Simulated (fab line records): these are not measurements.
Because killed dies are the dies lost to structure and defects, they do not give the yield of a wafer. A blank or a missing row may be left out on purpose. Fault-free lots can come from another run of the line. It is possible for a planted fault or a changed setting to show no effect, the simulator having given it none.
Which tool was responsible?    flow sky130    36 wafers from 12 lots sampled at 5 of the route's 708 steps

== WHAT EACH GAUGE READ, for each wafer ==
SKY_VT_ADJUST_LVTN_TW_MEAS_10. Usual: for VT_ADJUST_LVTN_TW the level is 243.2 and the standard deviation is 1.1.
lot   measured      on            VT_ADJUST_LVTN_TW  flag
L628  day 7 06:01   filmMetro-03  243.8 243.2 244.4  
L629  day 7 16:32   filmMetro-01  242.8 242.0 242.0  
L630  day 8 01:12   filmMetro-03  243.8 243.9 243.7  
L632  day 8 07:45   filmMetro-03  244.3 243.1 244.0  
L631  day 8 09:12   filmMetro-03  244.1 244.1 244.4  
L635  day 9 02:43   filmMetro-03  267.4 265.5 266.0  OFF
L636  day 9 10:07   filmMetro-02  265.8 265.1 265.9  OFF
L637  day 9 14:34   filmMetro-02  245.2 243.2 244.5  
L644  day 11 11:32  filmMetro-02  244.2 245.8 244.7  
L647  day 12 07:24  filmMetro-01  242.4 243.0 241.5  
L648  day 12 14:09  filmMetro-03  242.3 242.0 241.6  
L649  day 12 20:13  filmMetro-01  242.3 242.2 243.4  

SKY_SD_P_CD_MEAS_07: target cd 380 nm. Usual: cdNm reads 379.8 nm (standard deviation 2.2).
lot   measured      on        cdNm (nm)          flag
L628  day 25 17:47  cdSem-02  381.0 379.8 380.5  
L629  day 26 17:30  cdSem-02  381.0 381.2 382.3  
L630  day 27 04:31  cdSem-01  380.7 379.3 381.6  
L632  day 27 09:51  cdSem-01  381.9 380.3 383.3  
L631  day 27 14:37  cdSem-01  382.3 382.1 380.7  
L635  day 28 14:53  cdSem-02  379.4 381.2 380.6  
L636  day 28 19:39  cdSem-01  380.8 381.5 383.1  
L637  day 29 03:24  cdSem-01  376.5 377.4 380.7  
L644  day 31 13:24  cdSem-01  379.9 380.4 378.3  
L647  day 32 04:10  cdSem-02  376.8 376.1 377.7  
L648  day 32 11:06  cdSem-01  375.6 376.0 376.3  
L649  day 32 21:13  cdSem-01  377.7 376.3 380.0  

SKY_METAL1_RS_MEAS_05: the measuring method here is four-point-probe. Usual: for METAL1_ALCU_RS the level is 0.1274 ohm/sq and the standard deviation is 0.0012.
lot   measured      on            METAL1_ALCU_RS (ohm/sq)  flag
L628  day 32 01:10  filmMetro-04  0.1268 0.1270 0.1266     
L629  day 32 21:37  filmMetro-02  0.1276 0.1272 0.1281     
L630  day 33 06:48  filmMetro-02  0.1266 0.1266 0.1265     
L632  day 33 11:04  filmMetro-04  0.1285 0.1288 0.1286     
L631  day 33 17:35  filmMetro-04  0.1261 0.1263 0.1268     
L635  day 34 12:41  filmMetro-04  0.1289 0.1278 0.1285     
L636  day 34 14:19  filmMetro-02  0.1270 0.1278 0.1274     
L637  day 35 01:34  filmMetro-02  0.1284 0.1262 0.1264     
L644  day 37 06:43  filmMetro-04  0.1264 0.1254 0.1265     
L647  day 38 02:19  filmMetro-04  0.1270 0.1275 0.1280     
L648  day 38 03:52  filmMetro-02  0.1281 0.1262 0.1271     
L649  day 38 12:16  filmMetro-02  0.1298 0.1306 0.1292     

== TOOL THAT RAN EACH LOT (tool first, then ch and the chambers of the sampled wafers, then the start) ==
lot   SKY_VT_ADJUST_LVTN_IMPLANT_08    SKY_METAL1_SPUTTER_04
L628  implanter-02 ch 0, day 7 05:47   pvdSputter-04, day 32 01:04
L629  implanter-02 ch 0, day 7 16:17   pvdSputter-04, day 32 21:34
L630  implanter-02 ch 0, day 8 00:58   pvdSputter-04, day 33 06:44
L632  implanter-02 ch 0, day 8 07:32   pvdSputter-02, day 33 10:57
L631  implanter-01 ch 0, day 8 08:58   pvdSputter-04, day 33 17:31
L635  implanter-02 ch 0, day 9 02:29   pvdSputter-01, day 34 12:35
L636  implanter-02 ch 0, day 9 09:53   pvdSputter-01, day 34 14:13
L637  implanter-04 ch 0, day 9 14:19   pvdSputter-04, day 35 01:31
L644  implanter-01 ch 0, day 11 11:17  pvdSputter-04, day 37 06:40
L647  implanter-04 ch 0, day 12 07:10  pvdSputter-04, day 38 02:14
L648  implanter-04 ch 0, day 12 13:55  pvdSputter-04, day 38 03:47
L649  implanter-02 ch 0, day 12 19:58  pvdSputter-02, day 38 12:13
- SKY_VT_ADJUST_LVTN_IMPLANT_08
- SKY_METAL1_SPUTTER_04: material TiN, target thk 70 nm, time 58.3 s.

== WHAT THE TOOLS THEMSELVES READ (means of the sampled wafers that have a number; where no wafer has one, the mark that the record gives instead) ==
SKY_VT_ADJUST_LVTN_IMPLANT_08. Usual: doseIonsCm2 1.5703e+12, standard deviation 1.6e+09; faradayCurrentUA 8.84, standard deviation 0.17.
lot   tool          doseIonsCm2  faradayCurrentUA  flag
L628  implanter-02  1.5695e+12   8.87              
L629  implanter-02  1.5703e+12   8.80              
L630  implanter-02  1.5719e+12   8.84              
L632  implanter-02  1.5699e+12   8.69              
L631  implanter-01  1.5700e+12   8.80              
L635  implanter-02  2.1082e+12   11.94             OFF
L636  implanter-02  2.1095e+12   11.98             OFF
L637  implanter-04  1.5701e+12   8.84              
L644  implanter-01  1.5712e+12   8.80              
L647  implanter-04  1.5700e+12   8.91              
L648  implanter-04  1.5709e+12   8.88              
L649  implanter-02  1.5717e+12   8.75              

SKY_METAL1_SPUTTER_04. Usual: chamberPressurePa 0.4001 Pa, standard deviation 0.00093; throttleValvePct 30.7 %, standard deviation 0.68.
lot   tool           chamberPressurePa (Pa)  throttleValvePct (%)  flag
L628  pvdSputter-04  0.4010                  30.0                  
L629  pvdSputter-04  0.3994                  30.8                  
L630  pvdSputter-04  0.3994                  30.1                  
L632  pvdSputter-02  0.3993                  30.5                  
L631  pvdSputter-04  0.3999                  30.3                  
L635  pvdSputter-01  0.4001                  31.4                  
L636  pvdSputter-01  0.3998                  31.0                  
L637  pvdSputter-04  0.3997                  30.7                  
L644  pvdSputter-04  0.4009                  31.1                  
L647  pvdSputter-04  0.3998                  30.0                  
L648  pvdSputter-04  0.4002                  30.7                  
L649  pvdSputter-02  0.4002                  30.8                  

== THE ANSWER, worked out from the rows above alone ==
Rule: take the mean of a lot's wafers that have a number; if it is more than 3 standard deviations from the usual mean, the lot is off. Also off: a lot with no number at a reading for which 4 or more lots have one. The other lots that the step has rows for count as sound. The gauges are gone through in route order, then the tools' own readings, and for those a lot's mean is taken as printed above. The first step at which some lot is off is used, and at that step the reading that is off furthest; a lot without a number counts as furthest.
Off: L635, L636, at SKY_VT_ADJUST_LVTN_TW_MEAS_10 (VT_ADJUST_LVTN_TW).
A tool fits if, at a process step before that reading, it ran every lot that is off, and no sound lot after the first of them. The gauges at SKY_VT_ADJUST_LVTN_TW_MEAS_10 aren't tried: what is off there is off at SKY_VT_ADJUST_LVTN_IMPLANT_08 too, on other tools, and a gauge's error can't cause that. None of those tried fits.

== WHAT HAD BEEN PUT IN BY THE SIMULATOR ==
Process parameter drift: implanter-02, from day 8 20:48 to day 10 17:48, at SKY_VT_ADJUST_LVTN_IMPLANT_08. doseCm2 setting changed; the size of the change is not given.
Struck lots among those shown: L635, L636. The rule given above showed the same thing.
